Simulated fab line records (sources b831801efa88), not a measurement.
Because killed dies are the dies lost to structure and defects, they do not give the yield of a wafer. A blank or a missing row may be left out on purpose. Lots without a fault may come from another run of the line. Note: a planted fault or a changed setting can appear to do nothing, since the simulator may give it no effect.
Commonality check across tools :: flow gf180mcu :: 39 wafers sampled across 13 lots

## WHY IT WAS OPENED
At GF_VT_IMPLANT_TW_MEAS_43 the reading VT_IMPLANT_4_TW is flagged on 2 of 13 lots. No-fault wafers: 695, standard deviation 15.
Rule: flag the lot when none of its wafers has a number, or when each of its wafers that has one lies beyond 4 standard deviations from that mean. All remaining lots are regarded as sound.

lot: L904
measured: day 8 08:00
on: film metro-03
VT_IMPLANT_4_TW, wafer by wafer: 706 707 708
flag: 

lot: L906
measured: day 8 17:44
on: film metro-03
VT_IMPLANT_4_TW, wafer by wafer: 707 706 710
flag: 

lot: L912
measured: day 10 09:00
on: film metro-01
VT_IMPLANT_4_TW, wafer by wafer: 583 585 587
flag: FLAGGED

lot: L913
measured: day 10 20:05
on: film metro-04
VT_IMPLANT_4_TW, wafer by wafer: 574 573 574
flag: FLAGGED

lot: L914
measured: day 10 23:35
on: film metro-04
VT_IMPLANT_4_TW, wafer by wafer: 678 679 678
flag: 

lot: L915
measured: day 11 04:53
on: film metro-03
VT_IMPLANT_4_TW, wafer by wafer: 714 709 707
flag: 

lot: L917
measured: day 11 18:49
on: film metro-01
VT_IMPLANT_4_TW, wafer by wafer: 694 697 691
flag: 

lot: L918
measured: day 12 00:50
on: film metro-04
VT_IMPLANT_4_TW, wafer by wafer: 677 673 677
flag: 

lot: L919
measured: day 12 10:07
on: film metro-04
VT_IMPLANT_4_TW, wafer by wafer: 678 675 670
flag: 

lot: L920
measured: day 12 13:27
on: film metro-03
VT_IMPLANT_4_TW, wafer by wafer: 702 706 704
flag: 

lot: L923
measured: day 13 14:18
on: film metro-03
VT_IMPLANT_4_TW, wafer by wafer: 702 701 711
flag: 

lot: L924
measured: day 13 20:37
on: film metro-03
VT_IMPLANT_4_TW, wafer by wafer: 705 707 707
flag: 

lot: L925
measured: day 13 23:29
on: film metro-04
VT_IMPLANT_4_TW, wafer by wafer: 673 672 676
flag: 
The numbers of the flagged lots are 579 on average: -116 against the usual, or -8 standard deviations.

## WHICH TOOL EACH LOT WENT THROUGH
Before the reading, the record contains 2 process steps out of a 602-step route. Each cell gives the tool, then ch followed by the chambers the sampled wafers passed through, then the start.
lot: L904
flag: 
GF_MVPSD_STRIP_10: plasma asher-02 ch 0, day 5 18:14
GF_VT_IMPLANT_IMPLANT_41: implanter-01 ch 0, day 8 07:45

lot: L906
flag: 
GF_MVPSD_STRIP_10: plasma asher-03 ch 0,1, day 6 03:18
GF_VT_IMPLANT_IMPLANT_41: implanter-04 ch 0, day 8 17:29

lot: L912
flag: FLAGGED
GF_MVPSD_STRIP_10: plasma asher-02 ch 0,1, day 7 14:05
GF_VT_IMPLANT_IMPLANT_41: implanter-02 ch 0, day 10 08:46

lot: L913
flag: FLAGGED
GF_MVPSD_STRIP_10: plasma asher-03 ch 0,1, day 7 21:17
GF_VT_IMPLANT_IMPLANT_41: implanter-02 ch 0, day 10 19:50

lot: L914
flag: 
GF_MVPSD_STRIP_10: plasma asher-02 ch 0,1, day 8 01:00
GF_VT_IMPLANT_IMPLANT_41: implanter-04 ch 0, day 10 23:20

lot: L915
flag: 
GF_MVPSD_STRIP_10: plasma asher-04 ch 0,1, day 8 06:33
GF_VT_IMPLANT_IMPLANT_41: implanter-01 ch 0, day 11 04:38

lot: L917
flag: 
GF_MVPSD_STRIP_10: plasma asher-02 ch 0,1, day 8 17:43
GF_VT_IMPLANT_IMPLANT_41: implanter-01 ch 0, day 11 18:37

lot: L918
flag: 
GF_MVPSD_STRIP_10: plasma asher-03 ch 0,1, day 9 00:26
GF_VT_IMPLANT_IMPLANT_41: implanter-04 ch 0, day 12 00:35

lot: L919
flag: 
GF_MVPSD_STRIP_10: plasma asher-02 ch 0,1, day 9 08:00
GF_VT_IMPLANT_IMPLANT_41: implanter-01 ch 0, day 12 09:52

lot: L920
flag: 
GF_MVPSD_STRIP_10: plasma asher-02 ch 0,1, day 9 11:20
GF_VT_IMPLANT_IMPLANT_41: implanter-01 ch 0, day 12 13:13

lot: L923
flag: 
GF_MVPSD_STRIP_10: plasma asher-02 ch 0,1, day 10 09:18
GF_VT_IMPLANT_IMPLANT_41: implanter-04 ch 0, day 13 14:04

lot: L924
flag: 
GF_MVPSD_STRIP_10: plasma asher-03 ch 0,1, day 10 14:55
GF_VT_IMPLANT_IMPLANT_41: implanter-01 ch 0, day 13 20:23

lot: L925
flag: 
GF_MVPSD_STRIP_10: plasma asher-02 ch 0,1, day 10 18:06
GF_VT_IMPLANT_IMPLANT_41: implanter-02 ch 0, day 13 23:14
These steps, and what they do:
- GF_MVPSD_STRIP_10: strips in O2/N2.
- GF_VT_IMPLANT_IMPLANT_41
- GF_VT_IMPLANT_TW_MEAS_43

## FLAGGED OVER TOTAL, TOOL BY TOOL (the gauges that took the reading come last)
step: GF_MVPSD_STRIP_10
tool: plasma asher-02
lots run: 8
flagged: 1
share of the flagged lots: some
sound lots run after its first flagged lot: 6 (L914,L917,L919,L920,L923,L925)

step: GF_MVPSD_STRIP_10
tool: plasma asher-03
lots run: 4
flagged: 1
share of the flagged lots: some
sound lots run after its first flagged lot: 2 (L918,L924)

step: GF_MVPSD_STRIP_10
tool: plasma asher-04
lots run: 1
flagged: 0
share of the flagged lots: none
sound lots run after its first flagged lot: -

step: GF_VT_IMPLANT_IMPLANT_41
tool: implanter-01
lots run: 6
flagged: 0
share of the flagged lots: none
sound lots run after its first flagged lot: -

step: GF_VT_IMPLANT_IMPLANT_41
tool: implanter-02
lots run: 3
flagged: 2
share of the flagged lots: all
sound lots run after its first flagged lot: 1 (L925)

step: GF_VT_IMPLANT_IMPLANT_41
tool: implanter-04
lots run: 4
flagged: 0
share of the flagged lots: none
sound lots run after its first flagged lot: -

step: GF_VT_IMPLANT_TW_MEAS_43
tool: film metro-01
lots run: 2
flagged: 1
share of the flagged lots: some
sound lots run after its first flagged lot: 1 (L917)

step: GF_VT_IMPLANT_TW_MEAS_43
tool: film metro-03
lots run: 6
flagged: 0
share of the flagged lots: none
sound lots run after its first flagged lot: -

step: GF_VT_IMPLANT_TW_MEAS_43
tool: film metro-04
lots run: 5
flagged: 1
share of the flagged lots: some
sound lots run after its first flagged lot: 4 (L914,L918,L919,L925)

## THE TABLE: WHAT IT ALLOWS
Rows of the table that ran each flagged lot: 1, that is implanter-02 at GF_VT_IMPLANT_IMPLANT_41.
- implanter-02 at GF_VT_IMPLANT_IMPLANT_41 ran 3 lots, 2 of them flagged. After the first flagged lot (L925), sound lots still ran on it; a lasting fault on the whole tool would not permit that. Its own readings lie more than 4 standard deviations out on every wafer of the flagged lots: dose ions cm2, faraday current uA.
Not one row of the table ran every flagged lot while running no sound lot after the first.

## WHAT WAS PUT IN BY THE SIMULATOR
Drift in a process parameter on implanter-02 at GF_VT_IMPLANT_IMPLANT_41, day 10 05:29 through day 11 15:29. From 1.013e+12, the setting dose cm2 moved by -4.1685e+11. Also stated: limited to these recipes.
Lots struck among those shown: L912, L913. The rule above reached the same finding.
